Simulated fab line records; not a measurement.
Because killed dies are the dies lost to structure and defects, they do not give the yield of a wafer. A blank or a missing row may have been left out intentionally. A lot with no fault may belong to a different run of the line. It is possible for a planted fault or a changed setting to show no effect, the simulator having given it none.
Comparing a struck lot with a sound one	flow sky130	34 steps out of a route of 708
Sound: the wafers L884.2, L884.4, L884.5. Struck: wafers L886.1, L886.4, L886.6. The cause comes at the end.
Each step with rows lists, per side, the tool, then ch with its chambers, then its first start. Under that, the readings that differ: sound wafers	struck wafers	difference of the means	sigmas: that difference in standard deviations of wafers without a fault.
alike: same words and numbers on both sides, and readings whose means sit less than 2 such deviations apart. not compared: any withheld reading, any reading some wafer has no value for, any bound like >300 that may hide the same value, and any number with overlapping values for which the record gives no deviation.
Wherever a step has rows on one side only, a row that says differs or no value, or a row with sigmas, the two part there. Non-overlapping numbers with no deviation appear without sigmas and do not part them. A reading missing from all wafers of one side parts the sides only when that side holds two or more wafers.

first, 4 steps without rows for these wafers: SKY_VT_ADJUST_LVTN_SOFTBAKE_14 (time 60 s); SKY_VT_ADJUST_LVTN_EXPOSE_15 (exposes mask HVN STD DERIVED, target cd 600 nm); SKY_VT_ADJUST_LVTN_PEB_16; SKY_VT_ADJUST_LVTN_DEVELOP_17 (develop time 60 s).
SKY_VT_ADJUST_LVTN_OVL_MEAS_18:
  sound on overlay-02 at day 10 01:44; struck on overlay-02 at day 10 12:46
  alike: VT_ADJUST_LVTN_01_OVL
following that, these wafers have no rows for 1 step: SKY_VT_ADJUST_LVTN_IMPLANT_19.
SKY_VT_ADJUST_LVTN_STRIP_20: strips in O2/N2.
  sound on plasma_asher-02 ch 0,1, day 10 01:55; struck on plasma_asher-01 ch 0,1, day 10 12:56
  alike: drypump_motor_current_A, oes_product_au, strip_time_to_endpoint_s
  not compared: rf_hours_counter_h
SKY_VT_ADJUST_LVTN_TW_MEAS_21:
  sound on film_metro-01 at day 10 02:02; struck on film_metro-02 at day 10 13:02
  alike: VT_ADJUST_LVTN_2_TW
then, 4 steps without rows for these wafers: SKY_VT_ADJUST_NCORE_DEHYDRATE_00 (time 60 s); SKY_VT_ADJUST_NCORE_HMDS_01 (prime time 60 s); SKY_VT_ADJUST_NCORE_COAT_02 (resist thk 1128 nm); SKY_VT_ADJUST_NCORE_SOFTBAKE_03 (time 60 s).
SKY_VT_ADJUST_NCORE_EXPOSE_04: exposes mask LVTN COMPLEMENT THIN, target cd 380 nm.
  sound on iline_stepper-02 ch 0, day 10 13:34; struck on iline_stepper-01 ch 0, day 11 00:09
reading	sound	struck	difference	sigmas
mask	LVTN_COMPLEMENT_THIN#0 LVTN_COMPLEMENT_THIN#0 LVTN_COMPLEMENT_THIN#0	HVTRM#0 HVTRM#0 HVTRM#0	differs	
  alike: reticle_temp_C
then, 2 steps without rows for these wafers: SKY_VT_ADJUST_NCORE_PEB_05; SKY_VT_ADJUST_NCORE_DEVELOP_06 (develop time 60 s).
SKY_VT_ADJUST_NCORE_CD_MEAS_07 targets a cd of 380 nm.
  sound on cd_sem-01 at day 11 00:28; struck on cd_sem-02 at day 11 11:37
reading	sound	struck	difference	sigmas
cd_nm (nm)	376.8 377.3 377.6	- - -	no value on the struck wafers	
SKY_VT_ADJUST_NCORE_OVL_MEAS_08:
  sound on overlay-01 at day 11 00:34; struck on overlay-01 at day 11 11:44
reading	sound	struck	difference	sigmas
VT_ADJUST_NCORE_OVL (nm)	-2.3 -4.1 -2.8	- - -	no value on the struck wafers	
following that, these wafers have no rows for 1 step: SKY_VT_ADJUST_NCORE_IMPLANT_09.
SKY_VT_ADJUST_NCORE_STRIP_10: strips in O2/N2.
  sound on plasma_asher-04 ch 0,1, day 11 00:45; struck on plasma_asher-02 ch 0,1, day 11 11:55
  alike: drypump_motor_current_A, oes_product_au, strip_time_to_endpoint_s
  not compared: rf_hours_counter_h
SKY_VT_ADJUST_NCORE_TW_MEAS_11:
  sound on film_metro-03 at day 11 00:52; struck on film_metro-03 at day 11 12:01
reading	sound	struck	difference	sigmas
VT_ADJUST_NCORE_TW	222.3 221.5 220.1	30.1 30.3 30.4	-191.0	-99 or more
then, 7 steps without rows for these wafers: SKY_VT_ADJUST_HVTR_DEHYDRATE_00 (time 60 s); SKY_VT_ADJUST_HVTR_HMDS_01 (prime time 60 s); SKY_VT_ADJUST_HVTR_COAT_02 (resist thk 1140 nm); SKY_VT_ADJUST_HVTR_SOFTBAKE_03 (time 60 s); SKY_VT_ADJUST_HVTR_EXPOSE_04 (exposes mask HVTRM, target cd 380 nm); SKY_VT_ADJUST_HVTR_PEB_05; SKY_VT_ADJUST_HVTR_DEVELOP_06 (develop time 60 s).
SKY_VT_ADJUST_HVTR_CD_MEAS_07 targets a cd of 380 nm.
  sound on cd_sem-01 at day 12 00:31; struck on cd_sem-02 at day 12 12:17
  alike: cd_nm
SKY_VT_ADJUST_HVTR_OVL_MEAS_08:
  sound on overlay-01 at day 12 00:37; struck on overlay-02 at day 12 12:25
  alike: VT_ADJUST_HVTR_OVL
following that, these wafers have no rows for 1 step: SKY_VT_ADJUST_HVTR_IMPLANT_09.
SKY_VT_ADJUST_HVTR_STRIP_10: strips in O2/N2.
  sound on plasma_asher-04 ch 0,1, day 12 00:47; struck on plasma_asher-04 ch 0,1, day 12 12:35
  alike: drypump_motor_current_A, oes_product_au, strip_time_to_endpoint_s
  not compared: rf_hours_counter_h
SKY_VT_ADJUST_HVTR_TW_MEAS_11:
  sound on film_metro-03 at day 12 00:54; struck on film_metro-04 at day 12 12:41
reading	sound	struck	difference	sigmas
VT_ADJUST_HVTR_TW	211.5 211.9 211.4	263.3 264.2 263.2	+52.0	+52
then, 1 step without rows for these wafers: SKY_VT_ADJUST_PCH_DEHYDRATE_00 (time 60 s).
-- the record jumps here: 36 days lie between the struck wafers' starts before and after (it left off in module VT_ADJUST_PCH and takes up again in module PAD_OPEN, whose first step shown is number 708 of the route) --
SKY_PAD_OPEN_PROBE_99:
  sound on prober-02 at day 47 20:31; struck on prober-01 at day 48 12:56
reading	sound	struck	difference	sigmas
killed_at_front_end	24 16 14	431 416 421	+405	+92
killed_dies	99 83 80	492 492 492	+405	+44
killed_on_rim	20 22 23	96 96 96	+74	+19
model.etest.pfet_16v.r_on_ohm_um	1.537e+04 1.576e+04 1.555e+04	1.818e+04 1.803e+04 1.833e+04	+2.620e+03	
model.etest.nfet_16v.r_on_ohm_um	1.393e+04 1.376e+04 1.391e+04	1.097e+04 1.087e+04 1.101e+04	-2.917e+03	
model.etest.pfet_g5v0d10v5.r_on_ohm_um	4760 4711 4656	5958 5820 5937	+1196	
model.etest.tip_p.rs_ohm_sq	6862 6896 6811	7707 7725 7728	+864	
model.etest.pfet_01v8.r_on_ohm_um	2886 2820 2847	3437 3365 3344	+531	
model.etest.res_pwell_under_gate.rs_ohm_sq	2328 2304 2306	2646 2636 2642	+329	
model.etest.nfet_g5v0d10v5.r_on_ohm_um	1891 1844 1853	1596 1566 1582	-281	
model.etest.tip_p_5v.rs_ohm_sq	2887 2885 2891	3101 3124 3146	+236	
  alike: killed_at_M0_to_M3, killed_at_M4_up, killed_at_contacts, killed_at_other, killed_open, killed_short

WHERE THEY PART
At SKY_VT_ADJUST_NCORE_EXPOSE_04 first; at SKY_PAD_OPEN_PROBE_99 last (within this record only).

WHY: whatever the simulator had introduced
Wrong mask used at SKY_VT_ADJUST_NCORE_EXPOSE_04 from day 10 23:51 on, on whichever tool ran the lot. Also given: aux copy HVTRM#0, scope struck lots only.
